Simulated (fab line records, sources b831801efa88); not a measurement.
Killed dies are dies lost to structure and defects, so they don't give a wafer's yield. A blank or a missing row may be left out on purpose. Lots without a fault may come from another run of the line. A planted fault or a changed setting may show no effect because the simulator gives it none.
One fault seen from 2 desks | flow gf180mcu | each desk has only its own numbers; what lay behind them comes last

THE TOOL OWNER'S DESK: pvd_sputter-02
The tool's own readings at GF_M4_SPUTTER_03 (material Ti, target thk 10 nm, time 6.7 s): means of the sampled wafers that have a number, for each lot that ran on this tool. A lot is out of limits, marked OUT, if its mean lies more than 4 standard deviations from the usual mean; the brackets give that distance.
Columns: A = throttle_valve_pct at GF_M4_SPUTTER_03, usual 30.1 %
lot  | first seen here | A
L405 | day 22 19:51    | 30.0
L412 | day 25 15:40    | 31.2
L414 | day 26 09:28    | 31.2
This desk's finding: nothing out of limits on any of the 3 lots.

THE METROLOGY DESK
What the gauges read, lot by lot, whatever tool the lot ran on: means of the sampled wafers that have a number. A lot is out of limits, marked OUT, if its mean lies more than 4 standard deviations from the usual mean; the brackets give that distance.
Columns: A = V3_W_RS at GF_V3_RS_MEAS_24, usual 0.3291 ohm/sq; B = V3_W_THK at GF_V3_THK_MEAS_25, usual 344 nm
lot  | first seen here | A      | B
L405 | day 22 19:05    | 0.3266 | 346
L406 | day 23 17:04    | 0.3294 | 342
L412 | day 25 15:01    | 0.3297 | 342
L414 | day 26 08:41    | 0.3296 | 342
L416 | day 26 12:21    | 0.3266 | 345
L421 | day 28 23:26    | 0.3301 | 344
This desk's finding: nothing out of limits on any of the 6 lots.

PUT TOGETHER
The tool owner's desk saw nothing out of limits.
The metrology desk saw nothing out of limits.

WHAT THE SIMULATOR HAD PUT IN
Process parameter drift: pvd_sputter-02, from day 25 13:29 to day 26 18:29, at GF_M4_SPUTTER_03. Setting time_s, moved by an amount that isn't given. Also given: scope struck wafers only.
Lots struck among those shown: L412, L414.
